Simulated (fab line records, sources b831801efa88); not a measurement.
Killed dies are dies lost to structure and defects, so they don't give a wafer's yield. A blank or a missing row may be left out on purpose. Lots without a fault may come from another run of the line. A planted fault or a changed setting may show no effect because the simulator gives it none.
fab line records | flow sky130
record lots=15 wafers=42 last_day=50
route steps=708 shown RES_XHIGH@360 LI_CONTACT@371
lots that met no fault: from a run of the same line without faults
start_h: hours from the record's first day to the start of the lot's first wafer shown | wait_h: hours since the lot's step before | " the same as in the row above | L1.1+2: a row that stands for several wafers | - no value, or no start given | * or withheld: withheld | < > ~ a bound
route shown NAME@n: a module of which the file shows steps, and the number in the route of the first | usual: mean/standard deviation of fault-free wafers | same: alike in all rows | chamber/n: place in a boat | sites: the reading at each site | _std_site: their standard deviation | _edge_site: outer sites' mean less inner sites' | radius_mm: how far each site lies from the wafer's centre | mask NAME#n: copy n | behind: the tool/chamber that last shaped the wafer | hold: why the lot was held/for how many hours/how that ended | device: the transistor (n, p or np) that didn't switch | end of line: the same wafers' tests at the end of the route | a step without rows: its recipe alone | killed: dies lost to structure and defects at the first sort, not the wafer's yield | map: a wafer's dies, x killed, . not, _ none there
set.NAME: the setting as run; set.NAME@STEP: as run at that earlier step | model.NAME: the simulator's own value behind a step, which no gauge read
steps of the route over a sample of lots; a table a step, a row a wafer
services: from which hour (start_h, from the record's first day; less than 0 if before it) a tool's chamber was out of use, for how many hours, and why
## steps
# step SKY_SD_N_RS_MEAS_18
# recipe thk_meas_gauge=four-point-probe
# usual RES_XHIGH_RS=333.4/1.2
# columns lot.wafer tool chamber start_h wait_h RES_XHIGH_RS[ohm/sq]
L721.1 film_metro-04 - 641.90 0.1 335.2
L721.4 " - " " 334.5
L721.6 " - " " 335.8
L723.1 film_metro-03 - 663.82 0.1 335.6
L723.2 " - " " 334.0
L723.4 " - " " 334.1
L724.1 film_metro-04 - 670.27 0.1 334.0
L724.4 " - " " 332.4
L724.5 " - " " 333.9
L725.1 film_metro-02 - 685.40 0.1 332.3
L725.2 " - " " 332.5
L725.6 " - " " 332.2
L726.1 film_metro-02 - 690.66 0.1 333.8
L726.3 " - " " 333.4
L727.1 film_metro-03 - 692.29 0.1 331.6
L727.5 " - " " 333.0
L727.6 " - " " 332.7
L729.1 film_metro-02 - 710.15 0.1 334.4
L729.5 " - " " 334.5
L731.2 film_metro-04 - 726.99 0.1 331.9
L731.3 " - " " 331.2
L734.1 film_metro-04 - 758.72 0.1 332.5
L734.2 " - " " 333.6
L734.3 " - " " 333.6
L735.1 film_metro-02 - 763.10 0.1 333.5
L735.3 " - " " 333.5
L735.4 " - " " 333.5
L739.1 film_metro-04 - 790.80 0.1 332.3
L739.5 " - " " 332.1
L739.6 " - " " 332.7
L740.1 film_metro-02 - 793.36 0.1 333.3
L740.5 " - " " 334.6
L740.6 " - " " 332.9
L742.2 film_metro-03 - 807.57 0.1 336.1
L742.3 " - " " 334.2
L742.4 " - " " 333.7
L743.3 film_metro-03 - 817.50 0.1 332.3
L743.4 " - " " 331.7
L743.5 " - " " 332.0
L744.2 film_metro-04 - 825.99 0.1 335.6
L744.3 " - " " 335.0
L744.6 " - " " 335.5
# step SKY_LI_CONTACT_EXPOSE_09
# recipe mask_id=LICM1 na=0.8 source_shape=annular sigma_inner=0.55 sigma_outer=0.85 target_cd_nm=170 dose_mj=38
# columns lot.wafer tool chamber start_h wait_h mask
L721.1+4+6 krf_scanner-01 0 656.79 - LICM1#0
L723.1+2+4 krf_scanner-01 0 679.27 - LICM1#0
L724.1+4+5 krf_scanner-02 0 685.34 - LICM1#0
L725.1+2+6 krf_scanner-02 0 700.07 - LICM1#0
L726.1+3 krf_scanner-02 0 705.32 - LICM1#0
L727.1+5+6 krf_scanner-01 0 707.49 - LICM1#0
L729.1+5 krf_scanner-02 0 724.40 - LICM1#0
L731.2+3 krf_scanner-02 0 741.46 - LICM1#0
L734.1+2+3 krf_scanner-01 0 772.79 - LICM1#0
L735.1+3+4 krf_scanner-01 0 777.42 - LICM1#0
L739.1+5+6 krf_scanner-02 0 803.86 - LICM1#0
L740.1+5+6 krf_scanner-02 0 806.17 - LICM1#0
L742.2+3+4 krf_scanner-02 0 822.02 - LICM1#0
L743.3+4+5 krf_scanner-01 0 831.44 - LICM1#0
L744.2+3+6 krf_scanner-01 0 839.44 - LICM1#0
# step SKY_LI_CONTACT_CD_MEAS_12
# recipe target_cd_nm=170
# usual cd_nm=170.4/1.7
# columns lot.wafer tool chamber start_h wait_h cd_nm
L721.1 cd_sem-02 - 670.59 - 171.7
L721.4 " - " " 170.4
L721.6 " - " " 172.0
L723.1 cd_sem-02 - 692.56 - 171.4
L723.2 " - " " 169.5
L723.4 " - " " 170.8
L724.1 cd_sem-01 - 699.27 - 172.0
L724.4 " - " " 174.9
L724.5 " - " " 171.6
L725.1 cd_sem-01 - 713.67 - 172.1
L725.2 " - " " 173.1
L725.6 " - " " 172.3
L726.1 cd_sem-01 - 718.72 - 148.7
L726.3 " - " " 148.9
L727.1 cd_sem-01 - 720.81 - 170.3
L727.5 " - " " 174.1
L727.6 " - " " 170.5
L729.1 cd_sem-02 - 738.07 - 151.6
L729.5 " - " " 169.8
L731.2 cd_sem-01 - 754.53 - 168.1
L731.3 " - " " 148.7
L734.1 cd_sem-02 - 785.46 - 171.3
L734.2 " - " " 169.9
L734.3 " - " " 171.3
L735.1 cd_sem-01 - 790.62 - 169.3
L735.3 " - " " 171.0
L735.4 " - " " 170.2
L739.1 cd_sem-01 - 817.11 - 170.6
L739.5 " - " " 171.3
L739.6 " - " " 171.1
L740.1 cd_sem-02 - 819.86 - 168.4
L740.5 " - " " 169.7
L740.6 " - " " 169.2
L742.2 cd_sem-02 - 834.43 - 172.4
L742.3 " - " " 172.8
L742.4 " - " " 172.5
L743.3 cd_sem-02 - 844.45 - 172.9
L743.4 " - " " 171.9
L743.5 " - " " 171.6
L744.2 cd_sem-01 - 853.49 - 172.6
L744.3 " - " " 171.7
L744.6 " - " " 171.9
# step SKY_LI_CONTACT_SPUTTER_19
# recipe material=Ti target_thk_nm=20 chamber_pressure_pa=5 power_w=2500 substrate_temp_c=200 time_s=106.37
# usual throttle_valve_pct=30.1/1
# columns lot.wafer tool chamber start_h wait_h throttle_valve_pct
L721.1 pvd_sputter-03 - 671.17 0.0 29.8
L721.4 " - " " 29.7
L721.6 " - " " 28.4
L723.1 pvd_sputter-04 - 693.31 0.0 32.4
L723.2 " - " " 30.8
L723.4 " - " " 29.9
L724.1 pvd_sputter-01 - 699.84 0.0 31.8
L724.4 " - " " 29.8
L724.5 " - " " 30.0
L725.1 pvd_sputter-04 - 714.24 0.0 30.7
L725.2 " - " " 32.1
L725.6 " - " " 30.2
L726.1 pvd_sputter-03 - 719.31 0.0 29.1
L726.3 " - " " 29.5
L727.1 pvd_sputter-03 - 721.39 0.0 29.9
L727.5 " - " " 29.7
L727.6 " - " " 29.6
L729.1 pvd_sputter-04 - 738.66 0.0 32.2
L729.5 " - " " 30.2
L731.2 pvd_sputter-01 - 755.09 0.0 31.6
L731.3 " - " " 29.9
L734.1 pvd_sputter-04 - 786.04 0.0 30.5
L734.2 " - " " 30.0
L734.3 " - " " 32.1
L735.1 pvd_sputter-01 - 791.19 0.0 31.5
L735.3 " - " " 30.2
L735.4 " - " " 29.8
L739.1 pvd_sputter-03 - 817.87 0.0 29.8
L739.5 " - " " 29.4
L739.6 " - " " 28.9
L740.1 pvd_sputter-04 - 820.47 0.0 30.6
L740.5 " - " " 30.5
L740.6 " - " " 32.0
L742.2 pvd_sputter-03 - 834.99 0.0 28.4
L742.3 " - " " 29.6
L742.4 " - " " 29.9
L743.3 pvd_sputter-04 - 844.99 0.0 30.1
L743.4 " - " " 29.8
L743.5 " - " " 30.7
L744.2 pvd_sputter-04 - 854.05 0.0 30.6
L744.3 " - " " 29.8
L744.6 " - " " 32.4
# step SKY_LI_CONTACT_CVD_21
# recipe material=W target_thk_nm=400 time_s=120.56 temp_c=400 pressure_torr=40
# usual heater_power_w=832/50
# columns lot.wafer tool chamber start_h wait_h heater_power_w
L721.1 cvd_w-02 0 671.31 0.0 848
L721.4 " 0 " " 805
L721.6 " 0 " " 835
L723.1 cvd_w-02 1 693.45 0.0 829
L723.2 " 0 " " 809
L723.4 " 1 " " 864
L724.1 cvd_w-02 0 699.98 0.0 838
L724.4 " 1 " " 860
L724.5 " 0 " " 835
L725.1 cvd_w-01 1 714.38 0.0 889
L725.2 " 0 " " 728
L725.6 " 0 " " 728
L726.1 cvd_w-02 0 719.45 0.0 840
L726.3 " 0 " " 830
L727.1 cvd_w-02 0 721.53 0.0 858
L727.5 " 0 " " 821
L727.6 " 0 " " 836
L729.1 cvd_w-01 1 738.80 0.0 897
L729.5 " 1 " " 903
L731.2 cvd_w-01 1 755.23 0.0 909
L731.3 " 0 " " 740
L734.1 cvd_w-02 1 786.18 0.0 842
L734.2 " 0 " " 822
L734.3 " 1 " " 850
L735.1 cvd_w-02 0 791.33 0.0 827
L735.3 " 1 " " 836
L735.4 " 0 " " 830
L739.1 cvd_w-01 0 818.00 0.0 760
L739.5 " 0 " " 731
L739.6 " 1 " " 894
L740.1 cvd_w-02 0 820.61 0.0 829
L740.5 " 1 " " 832
L740.6 " 0 " " 845
L742.2 cvd_w-01 0 835.13 0.0 772
L742.3 " 0 " " 763
L742.4 " 1 " " 882
L743.3 cvd_w-01 1 845.17 0.1 908
L743.4 " 0 " " 763
L743.5 " 1 " " 902
L744.2 cvd_w-02 1 854.18 0.0 849
L744.3 " 1 " " 837
L744.6 " 0 " " 853
## services
# columns tool chamber start_h hours kind
krf_scanner-02 - 643.02 1.0 pm
krf_scanner-01 - 649.93 4.0 pm
cvd_w-02 - 655.12 3.8 pm
krf_scanner-02 - 665.00 3.6 pm
pvd_sputter-04 - 668.62 3.5 repair
cvd_w-01 0 671.36 14.1 repair
krf_scanner-02 - 679.21 0.5 repair
pvd_sputter-04 - 685.52 3.8 repair
krf_scanner-02 - 695.16 1.3 pm
pvd_sputter-04 - 698.36 1.0 repair
krf_scanner-01 - 699.61 0.5 repair
krf_scanner-02 - 703.76 0.8 pm
cvd_w-02 1 716.27 58.0 repair
cvd_w-01 1 730.77 5.7 repair
krf_scanner-01 - 759.83 1.3 pm
krf_scanner-01 - 776.06 0.8 pm
pvd_sputter-03 - 781.00 3.0 repair
krf_scanner-01 - 788.90 17.8 repair
krf_scanner-01 - 806.74 1.0 pm
krf_scanner-02 - 807.74 4.0 pm
cvd_w-01 0 808.64 6.7 repair
krf_scanner-02 - 812.02 1.0 pm
krf_scanner-01 - 832.18 4.4 pm
krf_scanner-02 - 850.58 4.4 pm
## key
first_sign step=SKY_LI_CONTACT_CD_MEAS_12 reading=cd_nm direction=down sigmas=12 usual=170.4 struck=149.5
effect none on later readings
met_at SKY_LI_CONTACT_EXPOSE_09
struck_lots L726,L729,L731
struck_wafers L726.1,L726.3,L729.1,L731.3
sort_left_out L729.1,L731.3
tester_left_out L726,L729,L731
not_acting_at SKY_SD_N_RS_MEAS_18,SKY_LI_CONTACT_SPUTTER_19,SKY_LI_CONTACT_CVD_21
onset_between 700.07 705.32
fault kind=process_parameter_drift tool=krf_scanner-02 chamber=- onset_h=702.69 steps=SKY_LI_CONTACT_EXPOSE_09 channel=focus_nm offset=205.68 shape=step end_h=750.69 scope=struck_wafers_only
# tester_left_out: of these lots the tester's yield and bins aren't shown, on N5 and GAA mostly nor the transistor test; their killed dies are dies lost to structure and defects alone, not to doping, threshold or leakage, so they don't give the yield
# sort_left_out: the simulated sort isn't trusted on such a fault, so these wafers' sort isn't shown, and their yield isn't known
